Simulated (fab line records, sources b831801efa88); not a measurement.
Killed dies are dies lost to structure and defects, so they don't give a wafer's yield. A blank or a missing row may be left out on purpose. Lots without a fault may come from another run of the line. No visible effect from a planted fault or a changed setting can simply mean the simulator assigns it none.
Which tool did it? -- flow gf180mcu -- 39 wafers from 13 lots sampled at 3 of the route's 602 steps

WHAT THE GAUGES READ, wafer by wafer
GF_V2_THK_MEAS_25: measures by xrf.
lot,measured,on,V2_W_THK (nm)
L478,day 20 20:50,film metro-02,338 340 326
L480,day 21 14:05,film metro-02,345 342 343
L482,day 22 08:47,film metro-04,342 344 348
L490,day 25 05:00,film metro-02,347 344 348
L492,day 25 17:30,film metro-04,342 343 341
L493,day 26 02:03,film metro-01,345 340 341
L494,day 26 16:00,film metro-02,341 342 342
L495,day 26 18:52,film metro-04,346 346 344
L496,day 27 03:29,film metro-02,345 346 344
L497,day 27 10:22,film metro-04,341 339 341
L498,day 27 18:34,film metro-02,343 346 352
L499,day 27 20:45,film metro-01,345 345 342
L500,day 28 06:15,film metro-01,341 340 344

GF_V3_OVL_MEAS_15.
lot,measured,on,V3_OVL (nm)
L478,day 22 22:13,overlay-01,-8 -2 -9
L480,day 23 14:28,overlay-02,-10 0 3
L482,day 24 08:06,overlay-02,-1 1 4
L490,day 27 00:41,overlay-02,-13 -14 -6
L492,day 27 13:25,overlay-01,0 1 -6
L493,day 27 21:56,overlay-01,0 3 -5
L494,day 28 09:38,overlay-02,-8 -9 -8
L495,day 28 13:42,overlay-02,-6 -4 4
L496,day 28 21:36,overlay-01,3 0 5
L497,day 29 04:08,overlay-01,1 -1 -1
L498,day 29 10:56,overlay-02,0 2 5
L499,day 29 13:57,overlay-02,-3 0 4
L500,day 29 21:59,overlay-02,-1 -6 1

EACH LOT AND THE TOOL THAT RAN IT (in order: tool; ch and the chambers of the sampled wafers; start)
lot,GF_V2_CMP_26
L478,"cmp-02 ch 1,2, day 20 20:57"
L480,"cmp-02 ch 0,1, day 21 14:08"
L482,"cmp-02 ch 1,3, day 22 08:52"
L490,"cmp-01 ch 0,1, day 25 05:03"
L492,"cmp-01 ch 1,2, day 25 17:37"
L493,"cmp-02 ch 2,3, day 26 02:06"
L494,"cmp-01 ch 1,2,3, day 26 16:04"
L495,"cmp-02 ch 0,2, day 26 18:55"
L496,"cmp-02 ch 0,1,3, day 27 03:35"
L497,"cmp-01 ch 0,1,3, day 27 10:25"
L498,"cmp-01 ch 2,3, day 27 18:36"
L499,"cmp-02 ch 2,3, day 27 20:48"
L500,"cmp-01 ch 0,1,3, day 28 06:19"
- GF_V2_CMP_26: polishes, stops on SiO2, t overpolish 15 s, target thk 0 nm.

WHAT THE TOOLS THEMSELVES READ (means of the sampled wafers that have a number; where no wafer has one, the mark that the record gives instead)
GF_V2_CMP_26.
lot,tool,edge zone pressure frac,motor current A (A),overpolish run s (s),time to endpoint s (s)
L478,cmp-02,1.001,11.3,14.997,79
L480,cmp-02,0.999,10.5,15.005,83
L482,cmp-02,0.995,10.6,15.007,83
L490,cmp-01,1.001,11.3,15.004,80
L492,cmp-01,1.004,11.0,15.006,79
L493,cmp-02,0.998,11.0,15.000,87
L494,cmp-01,0.995,11.3,15.004,82
L495,cmp-02,1.004,10.4,14.994,83
L496,cmp-02,0.999,10.3,15.002,83
L497,cmp-01,0.996,11.5,14.998,83
L498,cmp-01,1.002,11.7,15.002,82
L499,cmp-02,1.000,11.0,14.997,89
L500,cmp-01,1.000,11.4,14.993,79

THE ANSWER, worked out from the rows above alone
Rule: the lots themselves supply what counts as usual. Put in order of their means at a reading, lots are off if they are a third of the lots or fewer, leave a main group of 4 or more, and stand apart from it by a gap of 3 or more times the standard deviation of the main group's means; of several such gaps the widest counts. The tables above print the reading to a certain number of digits; a main group whose means all agree to those digits is not used. A lot without any number at a reading at which 4 lots or more have one is off too. Any other lot the step has rows for is counted as sound. First the gauges in route order, then the tools' own readings, where a lot's mean is used as printed above. At the first step where some lot is off, the reading lying furthest off is the one used; lots without a number count as furthest.
No lot is off on any of the readings shown, so nothing can be concluded from this.

WHAT THE SIMULATOR HAD PUT IN
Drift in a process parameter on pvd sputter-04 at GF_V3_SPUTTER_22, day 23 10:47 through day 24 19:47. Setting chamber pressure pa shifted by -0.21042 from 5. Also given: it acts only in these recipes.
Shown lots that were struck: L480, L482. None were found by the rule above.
